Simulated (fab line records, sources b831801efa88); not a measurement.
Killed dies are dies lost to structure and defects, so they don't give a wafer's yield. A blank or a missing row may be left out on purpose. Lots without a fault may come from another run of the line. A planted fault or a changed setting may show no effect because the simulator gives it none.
Problem report in the 8D (eight disciplines) form, filled by code | flow sky130 | the parts of the form that need people (team, actions taken, sign-off) are left out

1. THE PROBLEM
oes_product_au at SKY_VIA1_ETCH_15 reads a mean of 0.923 a.u. on 3 wafers of 2 lots; wafers without a fault read 0.980 a.u. with a standard deviation of 0.0059. That is -9.7 standard deviations from the usual mean.
The step: etches SiO2 in C4F8/O2/Ar, stops on TiN, target depth 351 nm, time 54 s.
First seen on wafer L732.3, day 36 11:10, on rie_diel-04. The record holds 30 wafers of 10 lots with a number at this step. Rule for "out", or "out of limits": more than 4 standard deviations from the usual mean. The other wafers with a number count as sound.

2. WHAT IT IS AND WHAT IT IS NOT
question                    | is                       | is not
which readings at this step | oes_product_au           | -
which lots                  | L732, L735               | L727, L728, L734, L736, L747, L748, L749, L750
which wafers of those lots  | L732.3, L735.3, L735.4   | L732.1, L732.5, L735.5
read on which tools         | rie_diel-02, rie_diel-04 | rie_diel-03
when                        | from day 36 11:10        | up to then (11 sound wafers); but 16 sound wafers of L735, L736, L747, L748, L749, L750 came after

3. SUSPECTS, AND WHAT RULES EACH OUT
Counting: a tool at a process step up to the reading stays a suspect if it ran every lot that is out. Sound lots after the first of them don't rule it out here, since some wafers of a struck lot are sound.
- cmp-01 at SKY_VIA1_CMP_02 (polishes SiO2): kept. It ran every lot that is out, first L732 (day 35 08:02); its last sound lot up to then is L734 (day 35 06:44).
Left after counting: cmp-01 at SKY_VIA1_CMP_02.

4. THE CAUSE (what the simulator had put in)
Process parameter drift: cmp-01, from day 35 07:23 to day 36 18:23, at SKY_VIA1_CMP_02. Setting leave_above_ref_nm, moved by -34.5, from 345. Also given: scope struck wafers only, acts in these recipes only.
Counting left only this tool.

5. THE CHAIN OF EFFECTS, in route order
Each row: a reading whose mean over the struck wafers that have a number lies more than 3 standard deviations from the usual. Only readings for which the record gives a usual standard deviation are gone through. hours: the time from each lot's start at the first step in this table that gives one to its start at this step, as a median over the lots. sigmas: the change in usual standard deviations.
hours | step             | reading        | usual      | on struck wafers | change | sigmas
0     | SKY_VIA1_ETCH_15 | oes_product_au | 0.980 a.u. | 0.923            | -0.057 | -9.7
The process steps in it:
- SKY_VIA1_ETCH_15: etches SiO2 in C4F8/O2/Ar, stops on TiN, target depth 351 nm, time 54 s.

6. WHAT WOULD HAVE CAUGHT IT SOONER
In this record the first reading out of limits was taken at day 36 11:10, 28 hours after the fault began at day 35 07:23.
Of the tool readings at SKY_VIA1_CMP_02 for which the record gives a usual standard deviation, none was out on any struck wafer, so an alarm limit of 4 standard deviations on them would not have fired.
All the lots that are out (2) had begun SKY_VIA1_CMP_02 on cmp-01 by day 36 11:10. A hold on the tool at that time would have spared none of them.
